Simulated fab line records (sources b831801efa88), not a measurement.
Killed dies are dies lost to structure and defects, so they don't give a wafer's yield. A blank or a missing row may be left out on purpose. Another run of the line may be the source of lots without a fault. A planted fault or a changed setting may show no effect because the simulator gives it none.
fab line records    flow sfq_line    part 2 of 2: steps 28 to 36 of 36
record: lots: 5  wafers: 15  last_day: 91
route steps=325 shown M0@37 I0@43 M1@58 I1@73
lots untouched by any fault: they come from a run of this same line in which no faults occurred
start_h: hours from the record's first day to the start of the lot's first wafer shown    wait_h: hours since the lot's step before    " as in the row above    L1.1+2: a single row standing in for several wafers    - no value, or no start given    * or withheld: withheld    < > ~ a bound
route shown NAME@n: a module of which the file shows steps, and the number in the route of the first    usual: the fault-free wafers' mean and standard deviation    same: alike in all rows    chamber/n: place in a boat    sites: per-site readings    _std_site: standard deviation of those values    _edge_site: mean of outer sites minus mean of inner sites    radius_mm: how far each site lies from the wafer's centre    mask NAME#n: copy n    behind: the tool/chamber that last shaped the wafer    hold: the reason the lot was held/the length of the hold in hours/how it ended    device: names the non-switching transistor (n, p or np)    end of line: tests run on the same wafers once the route is complete    for a step that has no rows: nothing shown but its recipe    killed: dies lost to structure and defects at the first sort, not the wafer's yield    map: per-die view of a wafer (x killed, . not killed, _ where there is no die)
set.NAME: the setting the step ran with; set.NAME@STEP: the setting that earlier step ran with    model.NAME: the simulator's own value behind a step, which no gauge read
lots at some steps of the route; a table a step, a row a wafer
services: from which hour (start_h, from the record's first day; less than 0 if before it) a tool's chamber was out of use, for how many hours, and why
== steps ==
step: SFQ_TRILAYER_M1_LITHO_EXPOSE_040
recipe: mask_id: M1  na: 0.6  source_shape: conventional  sigma_outer: 0.65  target_cd_nm: 500  dose_mj: 14.4
lot.wafer   tool            chamber  start_h  wait_h  mask
L075.2+3+5  krf_scanner-01  0        254.20   -       M1#0
L076.1+2+6  krf_scanner-01  0        258.80   -       M1#0
L078.2+3+5  krf_scanner-01  0        274.60   -       M1#0
L094.1+4+6  krf_scanner-01  0        389.01   -       M1#0
L096.3+4+5  krf_scanner-01  0        406.21   -       M1#0
step: SFQ_TRILAYER_M1_LITHO_PEB_042
recipe: peb_temp_c: 115  peb_time_s: 60  resist: KrF
usual: plate_temp_C: 115.03/0.14
lot.wafer  tool            chamber  start_h  wait_h  plate_temp_C
L075.2     litho_track-04  0        255.22   0.8     114.92
L075.3     "               0        "        "       114.88
L075.5     "               0        "        "       114.99
L076.1     litho_track-01  0        260.00   1.0     115.07
L076.2     "               0        "        "       115.25
L076.6     "               0        "        "       115.19
L078.2     litho_track-01  0        275.62   0.8     114.96
L078.3     "               0        "        "       115.08
L078.5     "               0        "        "       114.93
L094.1     litho_track-04  0        390.21   1.0     114.86
L094.4     "               0        "        "       114.79
L094.6     "               0        "        "       114.95
L096.3     litho_track-02  0        407.06   0.7     114.99
L096.4     "               0        "        "       114.89
L096.5     "               0        "        "       115.20
step: SFQ_TRILAYER_M1_LITHO_DEVELOP_041
recipe: time_s: 60  resist: KrF
lot.wafer   tool            chamber  start_h  wait_h
L075.2+3+5  litho_track-04  0        255.37   0.1
L076.1+2+6  litho_track-01  0        260.15   0.1
L078.2+3+5  litho_track-01  0        275.77   0.1
L094.1+4+6  litho_track-04  0        390.36   0.1
L096.3+4+5  litho_track-02  0        407.21   0.1
step: SFQ_M1_OVL_MEAS_911
usual: M1_OVL: -1/5
lot.wafer  tool        chamber  start_h  wait_h  M1_OVL[nm]
L075.2     overlay-01  -        255.50   0.1     -3
L075.3     "           -        "        "       2
L075.5     "           -        "        "       -5
L076.1     overlay-02  -        260.30   0.1     0
L076.2     "           -        "        "       7
L076.6     "           -        "        "       -1
L078.2     overlay-01  -        275.90   0.1     7
L078.3     "           -        "        "       0
L078.5     "           -        "        "       6
L094.1     overlay-01  -        390.51   0.1     -3
L094.4     "           -        "        "       -2
L094.6     "           -        "        "       0
L096.3     overlay-01  -        407.32   0.1     -4
L096.4     "           -        "        "       0
L096.5     "           -        "        "       1
step: SFQ_TRILAYER_M1_BARC_OPEN_METAL_ETCH_054
recipe: mask_material: PR  chemistry: O2  target_depth_nm: 125  target: BARC  icp_w: 600  bias_w: 80  pressure_mtorr: 10  time_s: 41.7
usual: bias_w: 80.04/0.24  drypump_motor_current_A: 5.5/0.54  oes_product_au: 0.685/0.0051
lot.wafer  tool          chamber  start_h  wait_h  bias_w  drypump_motor_current_A  oes_product_au  rf_hours_counter_h
L075.2     rie_metal-04  0        255.53   0.0     79.97   5.0                      0.684           63
L075.3     "             1        "        "       79.91   6.1                      0.681           -
L075.5     "             0        "        "       79.92   5.0                      0.683           -
L076.1     rie_metal-04  1        260.33   0.0     80.11   6.2                      0.682           7
L076.2     "             0        "        "       80.05   5.0                      0.675           64
L076.6     "             0        "        "       80.08   5.0                      0.687           -
L078.2     rie_metal-04  0        275.93   0.0     80.28   5.0                      0.686           67
L078.3     "             1        "        "       80.12   6.2                      0.690           -
L078.5     "             1        "        "       80.36   6.2                      0.696           -
L094.1     rie_metal-02  1        390.54   0.0     79.91   4.8                      0.688           49
L094.4     "             1        "        "       79.78   4.8                      0.683           -
L094.6     "             1        "        "       79.77   4.8                      0.681           -
L096.3     rie_metal-04  1        407.36   0.0     79.91   6.2                      0.692           -
L096.4     "             0        "        "       80.34   5.0                      0.683           -
L096.5     "             0        "        "       80.09   5.0                      0.677           -
step: SFQ_TRILAYER_M1_ETCH_METAL_ETCH_042
recipe: target: Nb  stop_on: SiO2  mask_material: PR  chemistry: Cl2/Ar  target_depth_nm: 240  icp_w: 600  bias_w: 80  pressure_mtorr: 10  time_s: 120
usual: bias_w: 80.00/0.24  drypump_motor_current_A: 5.5/0.54  oes_product_au: 0.892/0.0065
lot.wafer  tool          chamber  start_h  wait_h  bias_w  drypump_motor_current_A  oes_product_au  rf_hours_counter_h
L075.2     rie_metal-04  0        255.59   0.0     79.90   5.0                      0.891           63
L075.3     "             1        "        "       80.12   6.1                      0.897           -
L075.5     "             0        "        "       79.82   5.0                      0.900           -
L076.1     rie_metal-04  1        260.39   0.0     80.22   6.2                      0.889           7
L076.2     "             0        "        "       79.75   5.1                      0.891           64
L076.6     "             0        "        "       79.86   5.1                      0.898           -
L078.2     rie_metal-04  0        275.99   0.0     80.50   5.0                      0.900           67
L078.3     "             1        "        "       79.88   6.2                      0.900           -
L078.5     "             1        "        "       79.91   6.2                      0.910           -
L094.1     rie_metal-02  1        390.60   0.0     80.17   4.8                      0.886           49
L094.4     "             1        "        "       80.07   4.8                      0.887           -
L094.6     "             1        "        "       80.16   4.8                      0.878           -
L096.3     rie_metal-04  1        407.44   0.1     79.91   6.2                      0.892           -
L096.4     "             0        "        "       79.94   5.0                      0.892           -
L096.5     "             0        "        "       79.99   5.0                      0.884           -
step: SFQ_TRILAYER_M1_STRIP_STRIP_043
recipe: gas: O2  power_w: 200  platen_temp_c: 40  overash_fraction: 0.65  chemistry: O2  pressure_mtorr: 50
usual: drypump_motor_current_A: 5.5/0.54  oes_product_au: 1.003/0.0079
lot.wafer  tool          chamber  start_h  wait_h  drypump_motor_current_A  oes_product_au  rf_hours_counter_h
L075.2     rie_metal-04  0        255.72   0.1     5.0                      0.996           63
L075.3     "             1        "        "       6.1                      1.003           -
L075.5     "             0        "        "       5.0                      1.013           -
L076.1     rie_metal-04  1        260.52   0.1     6.2                      0.997           7
L076.2     "             0        "        "       5.0                      1.003           64
L076.6     "             0        "        "       5.0                      1.009           -
L078.2     rie_metal-04  0        276.12   0.1     5.0                      0.995           67
L078.3     "             1        "        "       6.2                      1.004           -
L078.5     "             1        "        "       6.2                      1.011           -
L094.1     rie_metal-02  1        390.73   0.1     4.8                      1.009           49
L094.4     "             1        "        "       4.8                      0.999           -
L094.6     "             1        "        "       4.8                      1.014           -
L096.3     rie_metal-04  1        407.73   0.2     6.2                      1.002           -
L096.4     "             0        "        "       5.0                      1.001           -
L096.5     "             0        "        "       5.0                      0.999           -
step: SFQ_TRILAYER_M1_STRIP_SOLV_CLEAN_044
recipe: chemistry: NMP  temp_c: 70  time_s: 600
usual: bath_guard_temp_C: 70.2/0.65
lot.wafer  tool          chamber  start_h  wait_h  bath_guard_temp_C
L075.2     wet_bench-02  2        256.32   0.4     69.6
L075.3     "             5        "        "       71.5
L075.5     "             3        "        "       70.3
L076.1     wet_bench-02  4        261.12   0.4     71.0
L076.2     "             3        "        "       71.0
L076.6     "             2        "        "       70.3
L078.2     wet_bench-02  2        276.72   0.4     69.8
L078.3     "             1        "        "       70.7
L078.5     "             5        "        "       71.3
L094.1     wet_bench-02  2        391.33   0.4     69.6
L094.4     "             7        "        "       69.9
L094.6     "             3        "        "       70.7
L096.3     wet_bench-02  4        408.13   0.2     71.0
L096.4     "             7        "        "       69.7
L096.5     "             0        "        "       69.4
step: SFQ_TRILAYER_I1_DEP_PECVD_045
recipe: material: SiO2  temp_c: 150  time_s: 111.11  pressure_torr: 2.4  rf_w: 183.3  precursor: SiH4/N2O  target_thk_nm: 500
usual: chamber_pressure_Torr: 2.400/0.005  heater_power_w: 86/9.1  showerhead_vpp_V: 873/50  throttle_valve_pct: 24.1/1.3
lot.wafer  tool      chamber  start_h  wait_h  chamber_pressure_Torr  heater_power_w  showerhead_vpp_V  since_wet_clean_h  throttle_valve_pct
L075.2     pecvd-02  0        256.49   0.0     2.402                  77              876               418                24.8
L075.3     "         2        "        "       2.398                  96              900               418                24.0
L075.5     "         1        "        "       2.398                  75              938               -                  23.7
L076.1     pecvd-02  1        261.29   0.0     2.399                  89              935               423                23.8
L076.2     "         0        "        "       2.402                  78              887               423                24.7
L076.6     "         2        "        "       2.406                  100             888               -                  24.2
L078.2     pecvd-04  0        276.89   0.0     2.394                  88              909               69                 23.5
L078.3     "         1        "        "       2.408                  74              851               69                 22.0
L078.5     "         0        "        "       2.396                  88              904               -                  23.9
L094.1     pecvd-04  1        391.50   0.0     2.395                  80              852               183                22.3
L094.4     "         2        "        "       2.394                  95              868               -                  22.2
L094.6     "         1        "        "       2.392                  70              855               -                  22.5
L096.3     pecvd-02  2        408.30   0.0     2.401                  89              895               570                24.4
L096.4     "         0        "        "       2.392                  78              871               -                  25.7
L096.5     "         2        "        "       2.395                  93              898               -                  24.4
== services ==
tool            chamber  start_h  hours  kind
wet_bench-02    -        100.04   4.8    repair
rie_metal-04    1        118.46   27.2   repair
pvd_sputter-03  -        120.86   2.8    repair
krf_scanner-02  -        134.12   1.0    pm
rie_diel-01     3        142.82   12.8   repair
krf_scanner-01  -        142.99   1.0    pm
krf_scanner-01  -        152.39   7.2    pm
krf_scanner-01  -        164.39   3.6    pm
pvd_sputter-03  -        183.98   2.1    repair
rie_diel-01     0        200.17   11.5   repair
krf_scanner-01  -        202.30   1.3    pm
krf_scanner-02  -        205.92   1.3    pm
pvd_sputter-03  -        268.28   26.4   repair
rie_metal-02    -        284.22   1.9    repair
krf_scanner-02  -        286.42   4.0    pm
pvd_sputter-03  -        289.70   2.4    repair
krf_scanner-02  -        295.69   3.8    repair
krf_scanner-02  -        300.66   0.8    pm
krf_scanner-02  -        302.61   1.0    pm
rie_metal-03    1        313.36   6.5    repair
rie_diel-01     3        336.78   4.2    repair
rie_metal-04    -        381.73   10.0   pm
rie_diel-01     3        383.55   12.7   repair
rie_metal-03    1        390.97   9.3    repair
